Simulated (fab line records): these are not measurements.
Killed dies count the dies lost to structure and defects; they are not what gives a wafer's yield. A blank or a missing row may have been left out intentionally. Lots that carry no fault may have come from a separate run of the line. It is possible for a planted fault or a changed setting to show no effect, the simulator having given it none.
Matching of chambers / flow sky130 / rieDiel-04 running SKY_LI_CONTACT_ETCH_14: 4 sister chambers
The step etches BARC in N2/H2, stops on SiO2, time 45.9 s, target depth 60 nm. 4 wafers are shown with their chamber, then 8 later ones without.

WAFERS PAIRED WITH THEIR CHAMBERS
wafer=L078.6; chamber=1; drypumpMotorCurrentA (A)=6.1
wafer=L084.5; chamber=0; drypumpMotorCurrentA (A)=5.8
wafer=L088.4; chamber=3; drypumpMotorCurrentA (A)=5.4
wafer=L094.1; chamber=2; drypumpMotorCurrentA (A)=5.8

WAFERS WHOSE CHAMBER IS MISSING
wafer=L094.2; drypumpMotorCurrentA (A)=5.4
wafer=L094.5; drypumpMotorCurrentA (A)=5.4
wafer=L097.2; drypumpMotorCurrentA (A)=5.8
wafer=L097.3; drypumpMotorCurrentA (A)=5.7
wafer=L097.5; drypumpMotorCurrentA (A)=5.8
wafer=L096.2; drypumpMotorCurrentA (A)=5.8
wafer=L096.4; drypumpMotorCurrentA (A)=6.1
wafer=L096.5; drypumpMotorCurrentA (A)=5.7

CHAMBER TAKEN BY EACH
wafer=L094.2; from the rows above=3; in truth=3
wafer=L094.5; from the rows above=3; in truth=3
wafer=L097.2; from the rows above=can't be placed: 0 or 2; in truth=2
wafer=L097.3; from the rows above=can't be placed: 0 or 2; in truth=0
wafer=L097.5; from the rows above=can't be placed: 0 or 2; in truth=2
wafer=L096.2; from the rows above=can't be placed: 0 or 2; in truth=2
wafer=L096.4; from the rows above=1; in truth=1
wafer=L096.5; from the rows above=can't be placed: 0 or 2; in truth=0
Correctly placed: 3 of 8. Cannot be placed on the basis of these rows: 5; the candidates contain the true chamber in 5. 0 placed wrongly.
How it was worked out, from the rows above alone: a wafer's distance from a chamber is the root of the sum, over the readings, of the square of ((its reading less the chamber's mean) divided by the reading's scatter). If the next closest chamber is less than 2 further off than the closest, the wafer can't be placed; otherwise it belongs to the closest. For every chamber, the mean is computed from those of its wafers that are shown. The scatter (one wafer shown for each chamber): square how far every hidden wafer sits from the nearest shown wafer, average those squares and take the square root.
